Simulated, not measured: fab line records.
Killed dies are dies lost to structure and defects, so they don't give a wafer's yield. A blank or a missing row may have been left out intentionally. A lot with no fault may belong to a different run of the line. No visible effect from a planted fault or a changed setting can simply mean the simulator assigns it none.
What tool caused it?	flow gf180mcu	Sampling: 14 lots, 42 wafers, 6 of 602 route steps

## WHAT THE GAUGES READ, wafer by wafer
GF_V2_THK_MEAS_03.
lot	measured	on	V2_CVD_02_THK (nm)
L571	day 19 08:50	film_metro-01	828 865 846
L572	day 19 17:01	film_metro-03	859 870 860
L574	day 20 07:00	film_metro-03	838 841 852
L575	day 20 10:28	film_metro-01	840 829 855
L576	day 21 21:40	film_metro-02	830 856 847
L578	day 22 00:52	film_metro-02	852 856 847
L580	day 23 00:20	film_metro-03	847 868 863
L582	day 23 06:26	film_metro-03	825 833 849
L581	day 23 07:24	film_metro-01	413 835 425
L583	day 23 12:33	film_metro-03	844 430 843
L591	day 26 18:57	film_metro-02	840 850 866
L593	day 26 22:38	film_metro-01	845 821 852
L592	day 27 00:14	film_metro-01	821 829 836
L594	day 27 06:04	film_metro-01	853 862 866

GF_V2_BOW_MEAS_05.
lot	measured	on	V2_BOW (um)
L571	day 19 09:13	film_metro-01	99 97 112
L572	day 19 17:23	film_metro-02	89 93 92
L574	day 20 07:22	film_metro-01	100 103 90
L575	day 20 10:50	film_metro-02	88 98 94
L576	day 21 22:02	film_metro-02	101 95 89
L578	day 22 01:14	film_metro-03	94 99 90
L580	day 23 00:46	film_metro-01	94 99 94
L582	day 23 06:47	film_metro-03	84 104 105
L581	day 23 07:46	film_metro-01	87 98 80
L583	day 23 12:55	film_metro-01	98 104 106
L591	day 26 19:19	film_metro-03	103 90 99
L593	day 26 23:00	film_metro-02	81 88 84
L592	day 27 00:36	film_metro-01	109 105 92
L594	day 27 06:25	film_metro-01	109 103 109

GF_V2_CD_MEAS_14: the cd target is 260 nm.
lot	measured	on	cd_nm (nm)
L571	day 20 10:13	cd_sem-02	260.0 259.0 260.0
L572	day 20 18:10	cd_sem-01	260.9 261.1 259.2
L574	day 21 07:34	cd_sem-01	259.1 258.2 258.9
L575	day 21 10:47	cd_sem-01	259.3 260.5 260.9
L576	day 22 21:23	cd_sem-02	259.3 258.9 258.6
L578	day 23 00:18	cd_sem-01	259.1 259.5 260.2
L580	day 23 22:49	cd_sem-02	258.7 258.2 258.3
L582	day 24 04:53	cd_sem-01	258.0 259.0 259.0
L581	day 24 06:26	cd_sem-02	257.3 258.2 256.9
L583	day 24 10:48	cd_sem-01	259.1 258.5 259.5
L591	day 27 15:07	cd_sem-01	262.7 263.3 262.0
L593	day 27 19:06	cd_sem-01	262.5 262.8 262.3
L592	day 27 20:52	cd_sem-01	260.1 262.0 260.5
L594	day 28 02:36	cd_sem-02	259.7 259.9 259.3

## EACH LOT AND THE TOOL THAT RAN IT (in order: tool; ch and the chambers of the sampled wafers; start)
lot	GF_M2_SPUTTER_02	GF_V2_CVD_02	GF_V2_CMP_04
L571	pvd_sputter-02, day 18 08:02	pecvd-01 ch 1,2, day 19 08:46	cmp-02 ch 1,2, day 19 08:56
L572	pvd_sputter-03, day 18 15:47	pecvd-03 ch 1,2, day 19 16:56	cmp-02 ch 0,1,3, day 19 17:13
L574	pvd_sputter-02, day 19 04:49	pecvd-04 ch 1,2, day 20 06:56	cmp-01 ch 0,2,3, day 20 07:10
L575	pvd_sputter-01, day 19 08:47	pecvd-04 ch 1,2, day 20 10:23	cmp-01 ch 1,2,3, day 20 10:31
L576	pvd_sputter-01, day 20 20:17	pecvd-03 ch 0,1, day 21 21:36	cmp-02 ch 2,3, day 21 21:44
L578	pvd_sputter-02, day 21 00:04	pecvd-03 ch 0,1,2, day 22 00:48	cmp-02 ch 0,2,3, day 22 00:56
L580	pvd_sputter-03, day 22 00:25	pecvd-03 ch 0,2, day 23 00:14	cmp-01 ch 2,3, day 23 00:26
L582	pvd_sputter-03, day 22 06:34	pecvd-01 ch 1,2, day 23 06:22	cmp-01 ch 0,1,2, day 23 06:29
L581	pvd_sputter-02, day 22 07:16	pecvd-03 ch 0,1, day 23 07:20	cmp-01 ch 0,1,3, day 23 07:34
L583	pvd_sputter-02, day 22 13:06	pecvd-03 ch 0,1,2, day 23 12:29	cmp-01 ch 0,3, day 23 12:40
L591	pvd_sputter-01, day 25 20:46	pecvd-03 ch 0,2, day 26 18:49	cmp-01 ch 0,2, day 26 19:00
L593	pvd_sputter-03, day 26 00:52	pecvd-03 ch 0,1, day 26 22:35	cmp-01 ch 0,1,2, day 26 22:42
L592	pvd_sputter-01, day 26 02:35	pecvd-03 ch 0,1, day 27 00:11	cmp-02 ch 0,1,3, day 27 00:18
L594	pvd_sputter-02, day 26 08:58	pecvd-04 ch 0,2, day 27 05:59	cmp-01 ch 0,2,3, day 27 06:16
- GF_M2_SPUTTER_02: material AlCu, target thk 450 nm, time 23.9 s.
- GF_V2_CVD_02: deposits SiO2 from TEOS, target thk 850 nm, time 94.851 s.
- GF_V2_CMP_04: polishes SiO2.

## WHAT THE TOOLS THEMSELVES READ (means of the sampled wafers that have a number; where no wafer has one, the mark that the record gives instead)
GF_M2_SPUTTER_02.
lot	tool	throttle_valve_pct (%)
L571	pvd_sputter-02	29.4
L572	pvd_sputter-03	31.9
L574	pvd_sputter-02	29.3
L575	pvd_sputter-01	29.9
L576	pvd_sputter-01	29.5
L578	pvd_sputter-02	29.4
L580	pvd_sputter-03	31.6
L582	pvd_sputter-03	31.9
L581	pvd_sputter-02	29.3
L583	pvd_sputter-02	29.7
L591	pvd_sputter-01	29.6
L593	pvd_sputter-03	31.1
L592	pvd_sputter-01	30.0
L594	pvd_sputter-02	30.3

GF_V2_CVD_02.
lot	tool	heater_power_w (W)
L571	pecvd-01	551
L572	pecvd-03	587
L574	pecvd-04	700
L575	pecvd-04	675
L576	pecvd-03	658
L578	pecvd-03	636
L580	pecvd-03	549
L582	pecvd-01	661
L581	pecvd-03	597
L583	pecvd-03	574
L591	pecvd-03	573
L593	pecvd-03	608
L592	pecvd-03	616
L594	pecvd-04	698

GF_V2_CMP_04.
lot	tool	motor_current_A (A)	time_to_endpoint_s (s)
L571	cmp-02	12.6	80
L572	cmp-02	10.7	92
L574	cmp-01	12.3	73
L575	cmp-01	11.7	78
L576	cmp-02	11.7	81
L578	cmp-02	12.0	86
L580	cmp-01	11.5	81
L582	cmp-01	12.6	73
L581	cmp-01	12.0	41
L583	cmp-01	11.1	60
L591	cmp-01	12.6	83
L593	cmp-01	12.3	79
L592	cmp-02	10.8	72
L594	cmp-01	11.9	90

## THE ANSWER, worked out from the rows above alone
Rule: what is usual is taken from the lots themselves. Put in order of their means at a reading, lots are off if they are a third of the lots or fewer, leave a main group of 4 or more, and stand apart from it by a gap of 3 or more times the standard deviation of the main group's means; of several such gaps the widest counts. If all means in a main group match to the digits the tables above print for the reading, that group is not used. Also off: a lot with no number at a reading for which 4 or more lots have one. Any other lot the step has rows for is counted as sound. First the gauges in route order, then the tools' own readings, where a lot's mean is used as printed above. At the first step where some lot is off, the reading lying furthest off is the one used; lots without a number count as furthest.
Off: at GF_V2_THK_MEAS_03 (V2_CVD_02_THK), L581, L583. Main group: mean 847 nm, sd 10.
If a tool, at a process step before that reading, ran all the lots that are off and no sound lot after the first of them, it fits. Gauges at GF_V2_THK_MEAS_03: tried the same way as those tools. None of those tried fits.

## WHAT WAS PUT IN BY THE SIMULATOR
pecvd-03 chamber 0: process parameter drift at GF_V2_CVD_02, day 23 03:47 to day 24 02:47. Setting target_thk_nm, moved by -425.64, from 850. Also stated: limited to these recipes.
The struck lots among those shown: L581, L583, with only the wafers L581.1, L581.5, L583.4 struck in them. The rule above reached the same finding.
